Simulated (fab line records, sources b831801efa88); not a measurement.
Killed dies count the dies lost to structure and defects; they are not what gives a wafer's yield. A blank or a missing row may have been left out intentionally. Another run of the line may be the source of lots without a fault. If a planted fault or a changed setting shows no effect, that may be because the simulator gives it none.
Struck lot and sound lot, side by side :: flow gf180mcu :: 15 out of 602 route steps
Sound: the wafers L755.1, L755.3, L755.6. Wafers struck: L757.2, L757.5, L757.6. The cause comes at the end.
Per side, at each step with rows, come the tool, then ch with its chambers, and then its first start. Under that, the readings that differ: sound wafers :: struck wafers :: difference of the means :: sigmas: that difference in standard deviations of wafers without a fault.
alike: readings with means less than 2 such deviations apart, plus words and numbers identical on both sides. not compared: withheld readings, readings lacking a value on some wafer, bounds such as >300 that could conceal the same value, and numbers that have no deviation in the record and whose values overlap.
The two part at a step that has a row with sigmas, a row that says differs or no value, or rows on one side only. Numbers that don't overlap but have no deviation are shown without sigmas and don't part them. A reading that every wafer of one side lacks parts them only if that side has two wafers or more.

first, 7 steps without rows for these wafers: GF_V4_HMDS_07 (prime time 60 s); GF_V4_COAT_08; GF_V4_COAT_09 (resist thk 1000 nm); GF_V4_SOFTBAKE_10 (time 60 s); GF_V4_EXPOSE_11 (exposes mask Via4, target cd 260 nm); GF_V4_PEB_12 (peb time 90 s); GF_V4_DEVELOP_13 (develop time 60 s).
GF_V4_CD_MEAS_14: the cd target is 260 nm.
  sound on cd sem-02, day 28 11:00; struck on cd sem-01, day 28 23:27
  alike: cd nm
GF_V4_OVL_MEAS_15:
  sound on overlay-02, day 28 11:07; struck on overlay-01, day 28 23:33
  alike: V4_OVL
GF_V4_ETCH_16: etches BARC in N2/H2.
  sound on rie diel-02 ch 1,2,3, day 28 11:10; struck on rie diel-01 ch 1,2,3, day 28 23:35
  alike: drypump motor current A, oes product au, throttle valve pct
GF_V4_ETCH_17: etches SiO2 in C4F8/O2/Ar, stops on TiN, target depth 630 nm.
  sound on rie diel-02 ch 1,2,3; struck on rie diel-01 ch 1,2,3
  alike: oes product au
GF_V4_STRIP_18: strips in O2/N2.
  sound on plasma asher-04 ch 0,1, day 28 11:17; struck on plasma asher-02 ch 0,1, day 28 23:43
  alike: chamber pressure mTorr, drypump motor current A, heater power w, o2 flow sccm, oes product au
  not compared: rf hours counter h
GF_V4_STRIP_19: strips in post etch residue remover, time 1200 s.
  sound on wet bench-03 ch 0, day 28 11:23; struck on wet bench-02 ch 0, day 28 23:49
  no value came back on the struck wafers for bath guard temp C (C), bath heat duty pct (%), time s (s); on the sound wafers bath guard temp C (C) reads 73.1 73.3 73.5
then, 1 step without rows for these wafers: GF_V4_CLEAN_20 (cleans in DIW).
-- the record jumps here: 4 days lie between the struck wafers' starts before and after (it left off in module V4 and takes up again in module PASSIVATION, whose first step shown is number 602 of the route) --
GF_PASSIVATION_PROBE_99:
  sound on prober-01, day 32 12:37; struck on prober-01, day 33 00:29
reading: model.etest.via4 chain.rc ohm
sound: 6.453 6.313 6.34
struck: 7.924 7.773 8.02
difference: +1.537
sigmas: 

## WHERE THEY PART
Only at GF_V4_STRIP_19, within this record.

WHY: whatever the simulator had introduced
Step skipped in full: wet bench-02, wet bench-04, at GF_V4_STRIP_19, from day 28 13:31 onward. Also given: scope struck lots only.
